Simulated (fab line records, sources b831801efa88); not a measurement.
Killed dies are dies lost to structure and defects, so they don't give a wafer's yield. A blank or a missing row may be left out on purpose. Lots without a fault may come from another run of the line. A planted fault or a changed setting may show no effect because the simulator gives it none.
One fault seen from 2 desks | flow gf180mcu | each desk has only its own numbers; what lay behind them comes last

THE METROLOGY DESK
What the gauges read, lot by lot, whatever tool the lot ran on: means of the sampled wafers that have a number. A lot is out of limits, marked OUT, if its mean lies more than 4 standard deviations from the usual mean; the brackets give that distance.
Columns: A = TOP_METAL_ALCU_RS at GF_TOP_METAL_RS_MEAS_05, usual 0.0326 ohm/sq; B = TOP_METAL_ALCU_THK at GF_TOP_METAL_THK_MEAS_06, usual 891 nm
lot  | first seen here | A      | B
L210 | day 27 14:51    | 0.0325 | 898
L211 | day 27 15:44    | 0.0329 | 882
L213 | day 28 11:59    | 0.0328 | 896
L214 | day 28 14:04    | 0.0328 | 883
L221 | day 30 17:00    | 0.0337 | 860
L222 | day 30 21:53    | 0.0335 | 868
L226 | day 31 22:01    | 0.0326 | 887
L230 | day 32 23:21    | 0.0331 | 875
L231 | day 33 07:03    | 0.0326 | 897
L233 | day 33 14:46    | 0.0325 | 898
This desk's finding: nothing out of limits on any of the 10 lots.

THE TOOL OWNER'S DESK: pvd_sputter-01
The tool's own readings at GF_TOP_METAL_SPUTTER_02 (material AlCu, target thk 900 nm, time 47.82 s): means of the sampled wafers that have a number, for each lot that ran on this tool. A lot is out of limits, marked OUT, if its mean lies more than 4 standard deviations from the usual mean; the brackets give that distance.
Columns: A = cathode_dc_power_W at GF_TOP_METAL_SPUTTER_02, usual 10600 W; B = substrate_temp_c at GF_TOP_METAL_SPUTTER_02, usual 250.00 C; C = throttle_valve_pct at GF_TOP_METAL_SPUTTER_02, usual 30.0 %
lot  | first seen here | A                       | B      | C
L211 | day 27 15:36    | 10601                   | 249.92 | 30.1
L214 | day 28 13:56    | 10602                   | 250.08 | 29.9
L221 | day 30 16:55    | 10259 (-99 or more) OUT | 250.16 | 30.0
L222 | day 30 21:47    | 10261 (-99 or more) OUT | 249.75 | 29.9
This desk's finding: out of limits on L221, L222; first on L221, day 30 16:55 (cathode_dc_power_W at GF_TOP_METAL_SPUTTER_02). In limits: L211, L214.

PUT TOGETHER
The tool owner's desk could have raised an alarm at day 30 16:55, on L221, L222.
The metrology desk saw nothing out of limits.
The metrology desk has L221, L222 on record, within its limits.
Of the lots named, all ran GF_TOP_METAL_SPUTTER_02 on pvd_sputter-01.

WHAT THE SIMULATOR HAD PUT IN
Process parameter drift: pvd_sputter-01, from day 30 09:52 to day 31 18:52, at GF_TOP_METAL_SPUTTER_02. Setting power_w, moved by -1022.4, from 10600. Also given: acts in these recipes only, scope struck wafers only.
Lots struck among those shown: L221, L222.
Hours from the fault's start to each desk's first reading out of limits: the tool owner's desk, 7.
